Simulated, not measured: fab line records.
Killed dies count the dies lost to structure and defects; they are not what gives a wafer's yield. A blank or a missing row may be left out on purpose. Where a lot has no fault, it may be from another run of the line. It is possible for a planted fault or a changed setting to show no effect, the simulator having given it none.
Which tool was responsible? || flow gf180mcu || Sampling: 12 lots, 36 wafers, 4 of 602 route steps

WHAT THE GAUGES SHOWED, per wafer
GF_V1_BOW_MEAS_05.
{"lot": "L268", "measured": "day 16 21:53", "on": "film-metro-03", "V1_BOW (um)": "87 74 74"}
{"lot": "L269", "measured": "day 17 14:14", "on": "film-metro-03", "V1_BOW (um)": "88 80 80"}
{"lot": "L270", "measured": "day 17 23:22", "on": "film-metro-03", "V1_BOW (um)": "76 80 75"}
{"lot": "L272", "measured": "day 18 13:19", "on": "film-metro-03", "V1_BOW (um)": "86 77 82"}
{"lot": "L273", "measured": "day 18 19:17", "on": "film-metro-01", "V1_BOW (um)": "82 87 87"}
{"lot": "L278", "measured": "day 20 23:54", "on": "film-metro-03", "V1_BOW (um)": "74 81 75"}
{"lot": "L279", "measured": "day 21 04:25", "on": "film-metro-03", "V1_BOW (um)": "81 83 93"}
{"lot": "L287", "measured": "day 24 04:13", "on": "film-metro-03", "V1_BOW (um)": "80 79 82"}
{"lot": "L288", "measured": "day 24 07:31", "on": "film-metro-01", "V1_BOW (um)": "88 91 92"}
{"lot": "L289", "measured": "day 24 18:46", "on": "film-metro-03", "V1_BOW (um)": "79 73 74"}
{"lot": "L290", "measured": "day 25 03:07", "on": "film-metro-03", "V1_BOW (um)": "91 101 88"}
{"lot": "L291", "measured": "day 25 09:24", "on": "film-metro-02", "V1_BOW (um)": "74 73 87"}

GF_V1_CD_MEAS_14 targets a cd of 260 nm.
{"lot": "L268", "measured": "day 17 21:12", "on": "cd-sem-02", "cd-nm (nm)": "261.2 261.4 262.9"}
{"lot": "L269", "measured": "day 18 13:40", "on": "cd-sem-02", "cd-nm (nm)": "261.6 260.7 261.5"}
{"lot": "L270", "measured": "day 18 23:30", "on": "cd-sem-02", "cd-nm (nm)": "259.8 260.1 261.4"}
{"lot": "L272", "measured": "day 19 13:18", "on": "cd-sem-02", "cd-nm (nm)": "260.7 260.3 260.4"}
{"lot": "L273", "measured": "day 19 20:15", "on": "cd-sem-01", "cd-nm (nm)": "262.5 261.5 261.9"}
{"lot": "L278", "measured": "day 22 00:05", "on": "cd-sem-02", "cd-nm (nm)": "259.8 259.4 261.8"}
{"lot": "L279", "measured": "day 22 02:57", "on": "cd-sem-02", "cd-nm (nm)": "258.3 257.8 259.1"}
{"lot": "L287", "measured": "day 25 02:20", "on": "cd-sem-02", "cd-nm (nm)": "259.8 260.5 260.6"}
{"lot": "L288", "measured": "day 25 05:35", "on": "cd-sem-02", "cd-nm (nm)": "260.0 260.9 261.4"}
{"lot": "L289", "measured": "day 25 16:20", "on": "cd-sem-01", "cd-nm (nm)": "260.7 262.4 261.8"}
{"lot": "L290", "measured": "day 26 00:06", "on": "cd-sem-02", "cd-nm (nm)": "261.4 260.8 260.8"}
{"lot": "L291", "measured": "day 26 06:27", "on": "cd-sem-02", "cd-nm (nm)": "259.2 259.4 258.9"}

GF_V1_RS_MEAS_24: a four-point-probe measurement.
{"lot": "L268", "measured": "day 17 22:14", "on": "film-metro-03", "V1_W_RS (ohm/sq)": "0.324 0.324 0.326"}
{"lot": "L269", "measured": "day 18 14:43", "on": "film-metro-02", "V1_W_RS (ohm/sq)": "0.329 0.328 0.328"}
{"lot": "L270", "measured": "day 19 00:32", "on": "film-metro-01", "V1_W_RS (ohm/sq)": "0.323 0.329 0.326"}
{"lot": "L272", "measured": "day 19 14:22", "on": "film-metro-02", "V1_W_RS (ohm/sq)": "0.330 0.330 0.323"}
{"lot": "L273", "measured": "day 19 21:18", "on": "film-metro-01", "V1_W_RS (ohm/sq)": "0.333 0.328 0.330"}
{"lot": "L278", "measured": "day 22 01:07", "on": "film-metro-01", "V1_W_RS (ohm/sq)": "0.334 0.346 0.343 0.334 0.347 0.342"}
{"lot": "L279", "measured": "day 22 03:59", "on": "film-metro-03", "V1_W_RS (ohm/sq)": "0.342 0.345 0.348 0.343 0.345 0.348"}
{"lot": "L287", "measured": "day 25 03:22", "on": "film-metro-02", "V1_W_RS (ohm/sq)": "0.335 0.332 0.333"}
{"lot": "L288", "measured": "day 25 06:37", "on": "film-metro-03", "V1_W_RS (ohm/sq)": "0.329 0.323 0.327"}
{"lot": "L289", "measured": "day 25 17:22", "on": "film-metro-01", "V1_W_RS (ohm/sq)": "0.325 0.329 0.329"}
{"lot": "L290", "measured": "day 26 01:08", "on": "film-metro-02", "V1_W_RS (ohm/sq)": "0.322 0.325 0.322"}
{"lot": "L291", "measured": "day 26 07:31", "on": "film-metro-03", "V1_W_RS (ohm/sq)": "0.323 0.329 0.328"}

TOOL THAT RAN EACH LOT (tool first, then ch and the chambers of the sampled wafers, then the start)
{"lot": "L268", "GF_V1_CVD_23": "cvd-w-02 ch 0,1, day 17 22:07"}
{"lot": "L269", "GF_V1_CVD_23": "cvd-w-02 ch 0,1, day 18 14:35"}
{"lot": "L270", "GF_V1_CVD_23": "cvd-w-01 ch 0,1, day 19 00:25"}
{"lot": "L272", "GF_V1_CVD_23": "cvd-w-02 ch 1, day 19 14:15"}
{"lot": "L273", "GF_V1_CVD_23": "cvd-w-02 ch 0,1, day 19 21:11"}
{"lot": "L278", "GF_V1_CVD_23": "cvd-w-01 ch 0,1, day 22 01:00"}
{"lot": "L279", "GF_V1_CVD_23": "cvd-w-01 ch 1, day 22 03:52"}
{"lot": "L287", "GF_V1_CVD_23": "cvd-w-01 ch 0,1, day 25 03:15"}
{"lot": "L288", "GF_V1_CVD_23": "cvd-w-02 ch 0,1, day 25 06:31"}
{"lot": "L289", "GF_V1_CVD_23": "cvd-w-02 ch 0,1, day 25 17:15"}
{"lot": "L290", "GF_V1_CVD_23": "cvd-w-02 ch 0, day 26 01:01"}
{"lot": "L291", "GF_V1_CVD_23": "cvd-w-01 ch 0,1, day 26 07:24"}
- GF_V1_CVD_23: deposits W, target thk 350 nm, time 105.05 s.

AS READ BY THE TOOLS THEMSELVES (means over the sampled wafers that have a number; for cases with no such wafer, the mark the record gives instead)
GF_V1_CVD_23.
{"lot": "L268", "tool": "cvd-w-02", "chamber-pressure-Torr (Torr)": 39.94, "heater-power-outer-w (W)": 464, "heater-power-w (W)": 805}
{"lot": "L269", "tool": "cvd-w-02", "chamber-pressure-Torr (Torr)": 39.97, "heater-power-outer-w (W)": 518, "heater-power-w (W)": 884}
{"lot": "L270", "tool": "cvd-w-01", "chamber-pressure-Torr (Torr)": 40.02, "heater-power-outer-w (W)": 416, "heater-power-w (W)": 730}
{"lot": "L272", "tool": "cvd-w-02", "chamber-pressure-Torr (Torr)": 39.96, "heater-power-outer-w (W)": 562, "heater-power-w (W)": 971}
{"lot": "L273", "tool": "cvd-w-02", "chamber-pressure-Torr (Torr)": 39.97, "heater-power-outer-w (W)": 469, "heater-power-w (W)": 789}
{"lot": "L278", "tool": "cvd-w-01", "chamber-pressure-Torr (Torr)": 38.46, "heater-power-outer-w (W)": 423, "heater-power-w (W)": 737}
{"lot": "L279", "tool": "cvd-w-01", "chamber-pressure-Torr (Torr)": 37.79, "heater-power-outer-w (W)": 413, "heater-power-w (W)": 737}
{"lot": "L287", "tool": "cvd-w-01", "chamber-pressure-Torr (Torr)": 39.97, "heater-power-outer-w (W)": 438, "heater-power-w (W)": 733}
{"lot": "L288", "tool": "cvd-w-02", "chamber-pressure-Torr (Torr)": 40.03, "heater-power-outer-w (W)": 475, "heater-power-w (W)": 801}
{"lot": "L289", "tool": "cvd-w-02", "chamber-pressure-Torr (Torr)": 40.07, "heater-power-outer-w (W)": 526, "heater-power-w (W)": 890}
{"lot": "L290", "tool": "cvd-w-02", "chamber-pressure-Torr (Torr)": 39.96, "heater-power-outer-w (W)": 422, "heater-power-w (W)": 717}
{"lot": "L291", "tool": "cvd-w-01", "chamber-pressure-Torr (Torr)": 40.00, "heater-power-outer-w (W)": 431, "heater-power-w (W)": 745}

THE ANSWER, worked out from the rows above alone
Rule: the lots themselves supply what counts as usual. Put in order of their means at a reading, lots are off if they are a third of the lots or fewer, leave a main group of 4 or more, and stand apart from it by a gap of 3 or more times the standard deviation of the main group's means; of several such gaps the widest counts. If all means in a main group match to the digits the tables above print for the reading, that group is not used. Also off: a lot with no number at a reading for which 4 or more lots have one. The other lots that the step has rows for count as sound. The gauges are gone through in route order, then the tools' own readings, and for those a lot's mean is taken as printed above. At the first step where some lot is off, the reading lying furthest off is the one used; lots without a number count as furthest.
Off: L278, L279 (GF_V1_CVD_23, chamber-pressure-Torr). Mean 39.99 Torr and standard deviation 0.038 in the main group.
If a tool, at that step or one of the process steps before it, ran each lot that is off and ran no sound lot following the first of them, it fits. Of those tried, none fits.

WHAT THE SIMULATOR PUT IN
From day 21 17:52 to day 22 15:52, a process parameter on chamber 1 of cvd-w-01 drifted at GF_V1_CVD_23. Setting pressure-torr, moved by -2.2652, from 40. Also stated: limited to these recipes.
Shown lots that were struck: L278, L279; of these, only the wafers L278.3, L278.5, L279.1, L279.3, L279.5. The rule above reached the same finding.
